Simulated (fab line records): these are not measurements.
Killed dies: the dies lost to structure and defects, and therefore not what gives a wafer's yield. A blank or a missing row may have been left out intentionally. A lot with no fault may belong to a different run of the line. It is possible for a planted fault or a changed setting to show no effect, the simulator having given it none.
Check of tool commonality :: flow sky130 :: Lots sampled 13, wafers sampled 48

WHY IT WAS OPENED
SKY_METAL1_RS_MEAS_05, reading METAL1_ALCU_RS: flagged on 3 of 13 lots. No-fault wafers: 0.1273 ohm/sq, standard deviation 0.0014.
Rule: a lot gets a flag if all its wafers with a number sit over 4 standard deviations from that mean, or if no wafer of it has a number. As for the other lots, they are considered sound.

lot: L752
measured: day 32 08:47
on: film_metro-01
METAL1_ALCU_RS (ohm/sq), wafer by wafer: 0.1284 0.1282 0.1284
flag: 

lot: L754
measured: day 32 17:34
on: film_metro-04
METAL1_ALCU_RS (ohm/sq), wafer by wafer: 0.1272 0.1299 0.1287
flag: 

lot: L755
measured: day 33 08:11
on: film_metro-01
METAL1_ALCU_RS (ohm/sq), wafer by wafer: 0.1280 0.1281 0.1290
flag: 

lot: L756
measured: day 33 10:58
on: film_metro-02
METAL1_ALCU_RS (ohm/sq), wafer by wafer: 0.1285 0.1255 0.1274
flag: 

lot: L757
measured: day 33 18:30
on: film_metro-04
METAL1_ALCU_RS (ohm/sq), wafer by wafer: 0.1276 0.1271 0.1272
flag: 

lot: L759
measured: day 34 15:14
on: film_metro-02
METAL1_ALCU_RS (ohm/sq), wafer by wafer: 0.1257 0.1274 0.1252
flag: 

lot: L760
measured: day 34 19:38
on: film_metro-02
METAL1_ALCU_RS (ohm/sq), wafer by wafer: 0.1244 0.1264 0.1281
flag: 

lot: L762
measured: day 35 14:50
on: film_metro-04
METAL1_ALCU_RS (ohm/sq), wafer by wafer: 0.1280 0.1285 0.1278
flag: 

lot: L765
measured: day 37 22:38
on: film_metro-04
METAL1_ALCU_RS (ohm/sq), wafer by wafer: 0.4646 0.4389 0.4353 0.4642 0.4401 0.4342
flag: FLAGGED

lot: L766
measured: day 38 00:26
on: film_metro-02
METAL1_ALCU_RS (ohm/sq), wafer by wafer: 0.1262 0.1255 0.1271
flag: 

lot: L768
measured: day 38 02:00
on: film_metro-04
METAL1_ALCU_RS (ohm/sq), wafer by wafer: 0.4761 0.4545 0.4426 0.4770 0.4550 0.4435
flag: FLAGGED

lot: L769
measured: day 38 04:31
on: film_metro-02
METAL1_ALCU_RS (ohm/sq), wafer by wafer: 0.1272 0.1278 0.1248
flag: 

lot: L772
measured: day 38 08:46
on: film_metro-01
METAL1_ALCU_RS (ohm/sq), wafer by wafer: 0.4644 0.4200 0.4520 0.4652 0.4207 0.4515
flag: FLAGGED
The numbers of the flagged lots are 0.4500 ohm/sq on average: +0.3227 ohm/sq against the usual, or +99 or more standard deviations.

WHICH TOOL EACH LOT WENT THROUGH
2 process steps preceding the reading are held in the record, out of 708 steps in the route. Each cell gives the tool, then ch followed by the chambers the sampled wafers passed through, then the start.
lot: L752
flag: 
SKY_LI_CONTACT_SPUTTER_20: pvd_sputter-01, day 29 22:14
SKY_METAL1_SPUTTER_02: pvd_sputter-04, day 32 08:42

lot: L754
flag: 
SKY_LI_CONTACT_SPUTTER_20: pvd_sputter-02, day 30 07:16
SKY_METAL1_SPUTTER_02: pvd_sputter-03, day 32 17:26

lot: L755
flag: 
SKY_LI_CONTACT_SPUTTER_20: pvd_sputter-01, day 30 22:41
SKY_METAL1_SPUTTER_02: pvd_sputter-03, day 33 08:05

lot: L756
flag: 
SKY_LI_CONTACT_SPUTTER_20: pvd_sputter-01, day 31 00:56
SKY_METAL1_SPUTTER_02: pvd_sputter-04, day 33 10:50

lot: L757
flag: 
SKY_LI_CONTACT_SPUTTER_20: pvd_sputter-04, day 31 08:25
SKY_METAL1_SPUTTER_02: pvd_sputter-04, day 33 18:23

lot: L759
flag: 
SKY_LI_CONTACT_SPUTTER_20: pvd_sputter-02, day 32 05:53
SKY_METAL1_SPUTTER_02: pvd_sputter-03, day 34 15:05

lot: L760
flag: 
SKY_LI_CONTACT_SPUTTER_20: pvd_sputter-04, day 32 11:16
SKY_METAL1_SPUTTER_02: pvd_sputter-01, day 34 19:30

lot: L762
flag: 
SKY_LI_CONTACT_SPUTTER_20: pvd_sputter-04, day 33 05:28
SKY_METAL1_SPUTTER_02: pvd_sputter-04, day 35 14:44

lot: L765
flag: FLAGGED
SKY_LI_CONTACT_SPUTTER_20: pvd_sputter-01, day 35 17:52
SKY_METAL1_SPUTTER_02: pvd_sputter-04, day 37 22:31

lot: L766
flag: 
SKY_LI_CONTACT_SPUTTER_20: pvd_sputter-02, day 35 18:13
SKY_METAL1_SPUTTER_02: pvd_sputter-03, day 38 00:18

lot: L768
flag: FLAGGED
SKY_LI_CONTACT_SPUTTER_20: pvd_sputter-01, day 35 20:22
SKY_METAL1_SPUTTER_02: pvd_sputter-04, day 38 01:53

lot: L769
flag: 
SKY_LI_CONTACT_SPUTTER_20: pvd_sputter-01, day 35 22:37
SKY_METAL1_SPUTTER_02: pvd_sputter-01, day 38 04:26

lot: L772
flag: FLAGGED
SKY_LI_CONTACT_SPUTTER_20: pvd_sputter-04, day 36 04:34
SKY_METAL1_SPUTTER_02: pvd_sputter-04, day 38 08:40
What these steps do:
- SKY_LI_CONTACT_SPUTTER_20: material TiN, target thk 20 nm, time 80 s.
- SKY_METAL1_SPUTTER_02: material AlCu, target thk 250 nm, time 13.3 s.
- SKY_METAL1_RS_MEAS_05: measures by four-point-probe.

FLAGGED OVER TOTAL, TOOL BY TOOL (the gauges that took the reading come last)
step: SKY_LI_CONTACT_SPUTTER_20
tool: pvd_sputter-01
lots run: 6
flagged: 2
share of the flagged lots: some
sound lots run after its first flagged lot: 1 (L769)

step: SKY_LI_CONTACT_SPUTTER_20
tool: pvd_sputter-02
lots run: 3
flagged: 0
share of the flagged lots: none
sound lots run after its first flagged lot: -

step: SKY_LI_CONTACT_SPUTTER_20
tool: pvd_sputter-04
lots run: 4
flagged: 1
share of the flagged lots: some
sound lots run after its first flagged lot: 0

step: SKY_METAL1_SPUTTER_02
tool: pvd_sputter-01
lots run: 2
flagged: 0
share of the flagged lots: none
sound lots run after its first flagged lot: -

step: SKY_METAL1_SPUTTER_02
tool: pvd_sputter-03
lots run: 4
flagged: 0
share of the flagged lots: none
sound lots run after its first flagged lot: -

step: SKY_METAL1_SPUTTER_02
tool: pvd_sputter-04
lots run: 7
flagged: 3
share of the flagged lots: all
sound lots run after its first flagged lot: 0

step: SKY_METAL1_RS_MEAS_05
tool: film_metro-01
lots run: 3
flagged: 1
share of the flagged lots: some
sound lots run after its first flagged lot: 0

step: SKY_METAL1_RS_MEAS_05
tool: film_metro-02
lots run: 5
flagged: 0
share of the flagged lots: none
sound lots run after its first flagged lot: -

step: SKY_METAL1_RS_MEAS_05
tool: film_metro-04
lots run: 5
flagged: 2
share of the flagged lots: some
sound lots run after its first flagged lot: 0

WHAT THE TABLE PERMITS
In the table, 1 row covers all flagged lots: pvd_sputter-04 at SKY_METAL1_SPUTTER_02.
- pvd_sputter-04 at SKY_METAL1_SPUTTER_02 ran 7 lots, 3 of them flagged. A fault beginning between L762 (day 35 14:44), its last sound lot, and L765 (day 37 22:31), its first flagged one, fits the data.
Just one tool remains: pvd_sputter-04 at SKY_METAL1_SPUTTER_02.

WHAT THE SIMULATOR PUT IN
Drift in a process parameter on pvd_sputter-04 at SKY_METAL1_SPUTTER_02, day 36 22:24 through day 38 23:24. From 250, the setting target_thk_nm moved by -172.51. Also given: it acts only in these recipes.
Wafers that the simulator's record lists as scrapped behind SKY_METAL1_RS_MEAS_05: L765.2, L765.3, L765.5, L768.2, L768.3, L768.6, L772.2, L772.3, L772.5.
Struck lots among those shown: L765, L768, L772. The rule given above showed the same thing.
